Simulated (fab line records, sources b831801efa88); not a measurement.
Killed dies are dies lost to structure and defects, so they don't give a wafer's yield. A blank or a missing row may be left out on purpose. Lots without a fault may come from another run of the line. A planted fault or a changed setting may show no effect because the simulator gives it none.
Which tool did it? | flow sky130 | 6 lots, 18 wafers sampled, at 4 steps of a route of 708

WHAT THE GAUGES READ, wafer by wafer
SKY_SONOS_TUNNEL_TW_MEAS_12.
lot  | measured     | on            | SONOS_TUNNEL_TW
L522 | day 12 03:27 | film_metro-03 | 195.6 196.4 195.9
L524 | day 12 19:12 | film_metro-03 | 194.7 195.0 195.3
L529 | day 14 06:12 | film_metro-02 | 195.4 196.2 195.4
L533 | day 15 16:15 | film_metro-04 | 195.0 194.6 194.8
L539 | day 17 16:53 | film_metro-04 | 29.7 29.7 29.8 29.9 30.1 29.9
L543 | day 19 16:39 | film_metro-04 | 196.3 194.8 194.7

WHICH TOOL RAN EACH LOT (tool, then ch and the chambers of the sampled wafers, then the start)
lot  | SKY_FIELD_ISO_CMP_27         | SKY_PWDE_STRIP_09                   | SKY_VT_ADJUST_PCH_STRIP_09
L522 | cmp-02 ch 0,1,2, day 2 22:16 | plasma_asher-03 ch 0,1, day 4 09:28 | plasma_asher-04 ch 0,1, day 11 03:28
L524 | cmp-01 ch 0,1,2, day 3 08:05 | plasma_asher-01 ch 0,1, day 4 21:02 | plasma_asher-04 ch 0,1, day 11 18:58
L529 | cmp-02 ch 0,1,3, day 4 09:15 | plasma_asher-01 ch 0,1, day 5 23:46 | plasma_asher-03 ch 0,1, day 13 04:16
L533 | cmp-02 ch 0,1,3, day 5 04:48 | plasma_asher-03 ch 0,1, day 6 20:46 | plasma_asher-03 ch 0,1, day 14 12:49
L539 | cmp-01 ch 1,2, day 6 12:43   | plasma_asher-04 ch 0,1, day 8 07:18 | plasma_asher-03 ch 0,1, day 16 11:06
L543 | cmp-02 ch 0,1,2, day 7 13:21 | plasma_asher-01 ch 0,1, day 9 16:43 | plasma_asher-03 ch 0,1, day 18 08:49
- SKY_FIELD_ISO_CMP_27: polishes, stops on Si3N4, t overpolish 16.65 s, target thk 457.8 nm.
- SKY_PWDE_STRIP_09: strips in O2/N2.
- SKY_VT_ADJUST_PCH_STRIP_09: strips in O2/N2.

THE ANSWER, worked out from the rows above alone
Rule: what is usual is taken from the lots themselves. Put in order of their means at a reading, lots are off if they are a third of the lots or fewer, leave a main group of 4 or more, and stand apart from it by a gap of 3 or more times the standard deviation of the main group's means; of several such gaps the widest counts. A main group whose means are all the same, to the digits that the tables above print for the reading, isn't used. A lot without any number at a reading at which 4 lots or more have one is off too. The other lots that the step has rows for count as sound.
Off: L539, at SKY_SONOS_TUNNEL_TW_MEAS_12 (SONOS_TUNNEL_TW). The main group: mean 195.3, standard deviation 0.43.
A tool fits if, at a process step before that reading, it ran every lot that is off, and no sound lot after the first of them. The gauges at SKY_SONOS_TUNNEL_TW_MEAS_12 are tried like those tools. Can't be told from this: 2 tools fit, cmp-01 at SKY_FIELD_ISO_CMP_27, plasma_asher-04 at SKY_PWDE_STRIP_09.

WHAT THE SIMULATOR HAD PUT IN
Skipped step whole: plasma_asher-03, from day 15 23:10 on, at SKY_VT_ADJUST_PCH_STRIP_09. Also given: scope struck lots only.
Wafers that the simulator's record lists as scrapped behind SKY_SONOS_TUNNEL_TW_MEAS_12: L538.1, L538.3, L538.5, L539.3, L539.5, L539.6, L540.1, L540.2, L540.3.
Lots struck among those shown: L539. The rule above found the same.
